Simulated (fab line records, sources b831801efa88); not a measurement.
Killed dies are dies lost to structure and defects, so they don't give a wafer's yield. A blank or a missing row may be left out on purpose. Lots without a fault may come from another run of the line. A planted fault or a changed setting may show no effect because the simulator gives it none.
fab line records | flow sky130
record lots=14 wafers=42 last_day=50
route steps=708 shown CONTACT@433 METAL1@438 VIA2@528 VIA4@651
lots that met no fault: from a run of the same line without faults
start_h: hours from the record's first day to the start of the lot's first wafer shown | wait_h: hours since the lot's step before | " the same as in the row above | L1.1+2: a row that stands for several wafers | - no value, or no start given | * or withheld: withheld | < > ~ a bound
route shown NAME@n: a module of which the file shows steps, and the number in the route of the first | usual: mean/standard deviation of fault-free wafers | same: alike in all rows | chamber/n: place in a boat | sites: the reading at each site | _std_site: their standard deviation | _edge_site: outer sites' mean less inner sites' | radius_mm: how far each site lies from the wafer's centre | mask NAME#n: copy n | behind: the tool/chamber that last shaped the wafer | hold: why the lot was held/for how many hours/how that ended | device: the transistor (n, p or np) that didn't switch | end of line: the same wafers' tests at the end of the route | a step without rows: its recipe alone | killed: dies lost to structure and defects at the first sort, not the wafer's yield | map: a wafer's dies, x killed, . not, _ none there
set.NAME: the setting as run; set.NAME@STEP: as run at that earlier step | model.NAME: the simulator's own value behind a step, which no gauge read
steps of the route over a sample of lots; a table a step, a row a wafer
services: from which hour (start_h, from the record's first day; less than 0 if before it) a tool's chamber was out of use, for how many hours, and why
## steps
# step SKY_CONTACT_CMP_27
# recipe stop_on=SiO2 t_overpolish_s=15 down_force_psi=3.5 platen_rpm=60 target_thk_nm=0 pad_velocity_m_s=0.94248
# usual motor_current_A=11.1/0.94 overpolish_run_s=15.000/0.0085 time_to_endpoint_s=81/4.2
# columns lot.wafer tool chamber start_h wait_h motor_current_A overpolish_run_s time_to_endpoint_s
L810.2 cmp-01 1 737.77 0.0 11.9 15.006 74
L810.3 " 2 " " 12.1 15.001 77
L810.1 " 3 " " 12.1 14.996 79
L812.4 cmp-02 1 760.98 0.1 9.9 15.008 86
L812.3 " 3 " " 10.8 15.003 84
L812.5 " 0 " " 10.9 15.001 80
L815.3 cmp-01 1 784.77 0.0 11.2 14.994 74
L815.4 " 0 " " 11.0 14.996 85
L815.6 " 2 " " 12.1 15.018 79
L816.3 cmp-01 1 786.07 0.0 11.5 15.003 79
L816.6 " 1 " " 12.0 15.007 77
L816.5 " 2 " " 12.4 15.001 91
L821.4 cmp-02 3 828.46 0.0 10.7 14.989 83
L821.1 " 1 " " 10.1 15.008 85
L821.6 " 0 " " 11.2 15.004 81
L822.3 cmp-02 3 836.36 0.0 11.2 15.003 77
L822.2 " 1 " " 9.8 14.982 77
L822.4 " 2 " " 12.3 15.001 76
L823.1 cmp-01 3 842.46 0.1 10.9 14.994 82
L823.4 " 0 " " 11.5 15.009 84
L823.3 " 1 " " 11.7 14.997 77
L826.1 cmp-02 2 858.85 0.1 11.7 15.005 84
L826.2 " 3 " " 10.9 14.991 78
L826.5 " 0 " " 10.5 15.013 82
L827.3 cmp-01 0 861.32 0.2 10.7 15.015 89
L827.6 " 1 " " 11.3 15.010 80
L827.5 " 2 " " 12.0 15.011 90
L828.1 cmp-02 3 874.95 0.1 11.3 14.994 79
L828.4 " 0 " " 10.8 15.007 81
L828.5 " 2 " " 12.1 15.022 83
L830.1 cmp-02 2 887.17 0.3 12.3 15.003 84
L830.3 " 3 " " 10.7 14.991 82
L830.6 " 0 " " 10.9 14.997 79
L831.1 cmp-02 3 897.34 0.1 11.5 15.011 83
L831.3 " 2 " " 12.8 14.992 83
L831.6 " 0 " " 11.0 14.994 81
L832.4 cmp-02 0 898.65 0.0 11.1 14.998 75
L832.1 " 2 " " 12.5 14.994 89
L832.6 " 1 " " 9.9 14.992 81
L833.1 cmp-02 3 906.91 0.1 10.7 15.011 80
L833.3 " 2 " " 11.8 14.996 83
L833.6 " 3 " " 11.1 15.000 83
# step SKY_METAL1_SPUTTER_04
# recipe material=TiN target_thk_nm=70 power_w=6500 time_s=58.3 chamber_pressure_pa=0.4
# usual throttle_valve_pct=30.2/0.7
# columns lot.wafer tool chamber start_h wait_h throttle_valve_pct
L810.1 pvd_sputter-03 - 738.16 0.0 29.6
L810.2 " - " " 30.0
L810.3 " - " " 30.1
L812.3 pvd_sputter-04 - 761.32 0.0 30.7
L812.4 " - " " 31.2
L812.5 " - " " 31.0
L815.3 pvd_sputter-04 - 785.16 0.0 30.2
L815.4 " - " " 31.0
L815.6 " - " " 30.0
L816.3 pvd_sputter-04 - 786.46 0.0 30.8
L816.5 " - " " 30.9
L816.6 " - " " 30.8
L821.1 pvd_sputter-03 - 828.85 0.0 30.3
L821.4 " - " " 29.4
L821.6 " - " " 30.1
L822.2 pvd_sputter-03 - 836.75 0.0 29.3
L822.3 " - " " 29.7
L822.4 " - " " 30.2
L823.1 pvd_sputter-04 - 842.85 0.0 30.8
L823.3 " - " " 31.0
L823.4 " - " " 30.9
L826.1 pvd_sputter-04 - 859.14 0.0 31.1
L826.2 " - " " 31.3
L826.5 " - " " 31.1
L827.3 pvd_sputter-04 - 861.56 0.0 30.1
L827.5 " - " " 30.9
L827.6 " - " " 31.2
L828.1 pvd_sputter-01 - 875.25 0.0 30.5
L828.4 " - " " 28.8
L828.5 " - " " 28.6
L830.1 pvd_sputter-04 - 887.47 0.0 30.1
L830.3 " - " " 30.7
L830.6 " - " " 31.0
L831.1 pvd_sputter-01 - 897.75 0.0 29.1
L831.3 " - " " 28.7
L831.6 " - " " 28.7
L832.1 pvd_sputter-04 - 899.04 0.0 29.8
L832.4 " - " " 31.0
L832.6 " - " " 31.1
L833.1 pvd_sputter-03 - 907.30 0.0 29.5
L833.3 " - " " 29.8
L833.6 " - " " 30.1
# step SKY_VIA2_CVD_21
# recipe material=W target_thk_nm=420 time_s=126.4 temp_c=400 pressure_torr=40
# usual heater_power_w=888/130
# columns lot.wafer tool chamber start_h wait_h heater_power_w
L810.1 cvd_w-01 0 849.66 0.0 751
L810.2 " 1 " " 1033
L810.3 " 1 " " 1013
L812.3 cvd_w-02 1 872.29 0.1 784
L812.4 " 0 " " 948
L812.5 " 1 " " 791
L815.3 cvd_w-02 1 894.14 0.1 807
L815.4 " 0 " " 974
L815.6 " 0 " " 954
L816.3 cvd_w-01 0 897.26 0.1 757
L816.5 " 0 " " 747
L816.6 " 1 " " 1057
L821.1 cvd_w-01 1 935.97 0.0 1058
L821.4 " 1 " " 1029
L821.6 " 0 " " 754
L822.2 cvd_w-01 1 945.15 0.0 1043
L822.3 " 1 " " 1019
L822.4 " 0 " " 742
L823.1 cvd_w-01 0 949.60 0.0 752
L823.3 " 0 " " 749
L823.4 " 1 " " 1045
L826.1 cvd_w-01 0 963.93 0.0 762
L826.2 " 1 " " 1050
L826.5 " 0 " " 760
L827.3 cvd_w-02 0 966.53 0.1 918
L827.5 " 0 " " 919
L827.6 " 0 " " 924
L828.1 cvd_w-01 1 978.30 0.0 1026
L828.4 " 0 " " 772
L828.5 " 0 " " 738
L830.1 cvd_w-02 1 991.54 0.0 790
L830.3 " 1 " " 758
L830.6 " 1 " " 774
L831.1 cvd_w-01 1 998.77 0.0 1062
L831.3 " 1 " " 1077
L831.6 " 0 " " 769
L832.1 cvd_w-02 0 1001.65 0.0 962
L832.4 " 1 " " 748
L832.6 " 1 " " 766
L833.1 cvd_w-01 1 1008.57 0.0 1070
L833.3 " 0 " " 749
L833.6 " 0 " " 753
# step SKY_VIA4_ETCH_12
# recipe target=SiO2 chemistry=C4F8/O2/Ar stop_on=TiN mask_material=NOVOLAK source_w=1500 bias_w=1200 pressure_mtorr=40 c4f8_flow_sccm=withheld O2_flow_sccm=6 Ar_flow_sccm=300 time_s=withheld target_depth_a=5800
# usual bias_w=1200/3.8 chamber_pressure_mTorr=40.00/0.036 oes_product_au=0.926/0.0044
# columns lot.wafer tool chamber start_h wait_h bias_w chamber_pressure_mTorr oes_product_au
L810.1 rie_diel-01 3 1004.95 0.0 1194 39.99 0.919
L810.2 " 2 " " 1198 40.01 0.925
L810.3 " 0 " " 1206 39.93 0.925
L812.3 rie_diel-01 3 1023.36 0.0 1196 39.91 0.923
L812.4 " 1 " " 1203 40.03 0.932
L812.5 " 3 " " 1200 40.03 0.929
L815.3 rie_diel-01 3 1044.22 0.0 1205 39.96 0.921
L815.4 " 0 " " 1200 39.96 0.925
L815.6 " 1 " " 1199 39.99 0.926
L816.3 rie_diel-02 1 1044.87 0.0 1197 39.98 0.919
L816.5 " 1 " " 1195 39.98 0.917
L816.6 " 2 " " 1210 40.00 0.925
L821.1 rie_diel-02 3 1080.57 0.0 - - -
L821.4 " 2 " " - - -
L821.6 " 2 " " - - -
L822.2 rie_diel-01 3 1087.66 0.0 - - -
L822.3 " 0 " " - - -
L822.4 " 2 " " - - -
L823.1 rie_diel-01 1 1090.66 0.0 1203 39.99 0.925
L823.3 " 0 " " 1198 40.01 0.929
L823.4 " 2 " " 1203 39.98 0.926
L826.1 rie_diel-04 2 1102.85 0.0 1196 40.02 0.926
L826.2 " 3 " " 1203 40.04 0.926
L826.5 " 1 " " 1202 40.04 0.927
L827.3 rie_diel-01 2 1107.22 0.0 1199 40.02 0.915
L827.5 " 0 " " 1203 39.97 0.922
L827.6 " 3 " " 1198 40.04 0.929
L828.1 rie_diel-01 2 1116.35 0.0 1202 39.97 0.923
L828.4 " 1 " " 1205 40.01 0.923
L828.5 " 3 " " 1199 39.95 0.929
L830.1 rie_diel-04 1 1125.42 0.0 1196 40.00 0.929
L830.3 " 0 " " 1202 40.01 0.921
L830.6 " 1 " " 1199 40.07 0.916
L831.1 rie_diel-01 1 1133.62 0.0 1204 39.96 0.928
L831.3 " 0 " " 1201 39.99 0.937
L831.6 " 2 " " 1202 40.05 0.925
L832.1 rie_diel-04 1 1136.25 0.0 1199 40.07 0.931
L832.4 " 3 " " 1198 39.88 0.926
L832.6 " 3 " " 1201 40.05 0.926
L833.1 rie_diel-04 3 1140.55 0.0 1201 39.97 0.919
L833.3 " 2 " " 1202 39.97 0.928
L833.6 " 3 " " 1203 40.04 0.940
# step SKY_VIA4_STRIP_13
# recipe chemistry=O2/N2 power_w=1400 pressure_mtorr=1500 platen_temp_c=withheld o2_flow_sccm=3000 n2_flow_sccm=300 overash_fraction=0.5
# usual drypump_motor_current_A=5.98/0.27 o2_flow_sccm=2999/8.8 oes_product_au=0.710/0.0047 strip_time_to_endpoint_s=12.78/0.037
# columns lot.wafer tool chamber start_h wait_h drypump_motor_current_A o2_flow_sccm oes_product_au rf_hours_counter_h strip_time_to_endpoint_s
L810.1 plasma_asher-04 1 1005.02 - 5.68 2996 0.722 91 12.80
L810.2 " 0 " " 6.10 2978 0.707 91 12.79
L810.3 " 1 " " 5.68 2989 0.709 - 12.82
L812.3 plasma_asher-03 1 1023.46 - 5.51 2991 0.708 - 12.80
L812.4 " 0 " " 6.18 2994 0.709 - 12.81
L812.5 " 0 " " 6.16 2995 0.708 - 12.82
L815.3 plasma_asher-04 0 1044.32 - 6.08 3015 0.707 - 12.77
L815.4 " 1 " " 5.66 3020 0.704 - 12.80
L815.6 " 0 " " 6.09 3008 0.712 - 12.79
L816.3 plasma_asher-01 1 1044.97 - 6.25 2999 0.713 - 12.76
L816.5 " 0 " " 6.20 2980 0.708 - 12.76
L816.6 " 1 " " 6.25 3001 0.708 - 12.78
L821.1 plasma_asher-03 1 1080.64 - 5.52 2992 0.718 62 14.12
L821.4 " 0 " " 6.15 3001 0.713 - 14.14
L821.6 " 1 " " 5.51 2981 0.714 - 14.10
L822.2 plasma_asher-04 0 1087.73 - 6.06 3011 0.718 99 14.15
L822.3 " 0 " " 6.07 3009 0.716 - 14.16
L822.4 " 1 " " 5.63 2990 0.718 - 14.17
L823.1 plasma_asher-03 0 1090.73 - 6.16 2999 0.716 63 12.80
L823.3 " 1 " " 5.48 2991 0.706 - 12.78
L823.4 " 0 " " 6.15 3005 0.707 - 12.81
L826.1 plasma_asher-01 1 1102.92 - 6.23 2980 0.708 4 12.84
L826.2 " 0 " " 6.15 3001 0.703 4 12.76
L826.5 " 1 " " 6.22 3009 0.712 - 12.75
L827.3 plasma_asher-03 0 1107.32 - 6.17 2997 0.705 - 12.84
L827.5 " 0 " " 6.14 2986 0.702 - 12.89
L827.6 " 1 " " 5.52 3001 0.705 - 12.83
L828.1 plasma_asher-01 1 1116.42 - 6.18 2992 0.702 5 12.82
L828.4 " 1 " " 6.20 2997 0.707 - 12.83
L828.5 " 1 " " 6.21 2991 0.717 - 12.78
L830.1 plasma_asher-04 0 1125.49 - 6.07 2984 0.708 103 12.73
L830.3 " 0 " " 6.07 2994 0.714 - 12.80
L830.6 " 1 " " 5.64 3001 0.711 - 12.70
L831.1 plasma_asher-01 1 1133.69 - 6.24 2998 0.701 5 12.78
L831.3 " 1 " " 6.21 2999 0.724 - 12.76
L831.6 " 1 " " 6.20 3010 0.710 - 12.82
L832.1 plasma_asher-03 0 1136.32 - 6.15 2998 0.706 68 12.76
L832.4 " 0 " " 6.15 3006 0.718 - 12.81
L832.6 " 1 " " 5.55 3007 0.718 - 12.80
L833.1 plasma_asher-01 0 1140.62 - 6.17 2993 0.714 6 12.74
L833.3 " 0 " " 6.18 3004 0.704 - 12.80
L833.6 " 0 " " 6.17 2993 0.706 - 12.76
## services
# columns tool chamber start_h hours kind
cmp-02 - 736.67 6.9 pm
cmp-02 - 744.06 4.0 pm
cmp-02 - 749.93 3.9 repair
pvd_sputter-04 - 753.22 3.7 repair
rie_diel-01 2 753.47 30.5 repair
rie_diel-01 2 786.53 10.6 repair
rie_diel-01 3 834.81 4.8 repair
cvd_w-01 - 845.21 0.7 repair
rie_diel-01 3 862.63 4.5 repair
cmp-02 - 888.95 2.2 repair
rie_diel-01 2 903.86 1.9 repair
cvd_w-01 1 921.26 8.4 repair
pvd_sputter-04 - 921.56 5.2 repair
cmp-02 - 934.23 0.5 repair
rie_diel-01 0 935.75 3.9 repair
rie_diel-01 1 944.59 4.1 repair
rie_diel-01 1 965.38 9.6 repair
cmp-02 - 966.79 6.7 pm
cmp-02 - 973.50 9.0 pm
pvd_sputter-04 - 992.72 8.0 repair
rie_diel-01 2 1016.31 5.4 repair
cvd_w-01 - 1033.14 1.9 repair
cmp-02 - 1084.06 4.0 pm
cvd_w-01 - 1114.81 2.8 repair
## key
first_sign step=SKY_VIA4_ETCH_12 reading=tool_record direction=missing
effect step=SKY_VIA4_STRIP_13 reading=strip_time_to_endpoint_s direction=up sigmas=37 usual=* struck=*
met_at SKY_VIA4_ETCH_12
struck_lots L821,L822
later_rows_left_out L821.1,L821.4,L821.6,L822.2,L822.3,L822.4
sort_left_out L821.1,L821.4,L821.6,L822.2,L822.3,L822.4
not_acting_at SKY_CONTACT_CMP_27,SKY_METAL1_SPUTTER_04,SKY_VIA2_CVD_21
onset_between 1044.87 1080.57
fault kind=skipped_step_whole tool=rie_diel-01,rie_diel-02 chamber=- onset_h=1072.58 steps=SKY_VIA4_ETCH_12 scope=struck_lots_only
# sort_left_out: the simulated sort isn't trusted on such a fault, so these wafers' sort isn't shown, and their yield isn't known
# later_rows_left_out: the simulator's readings of these wafers behind a module that went badly wrong aren't trusted and aren't shown, but for the sort
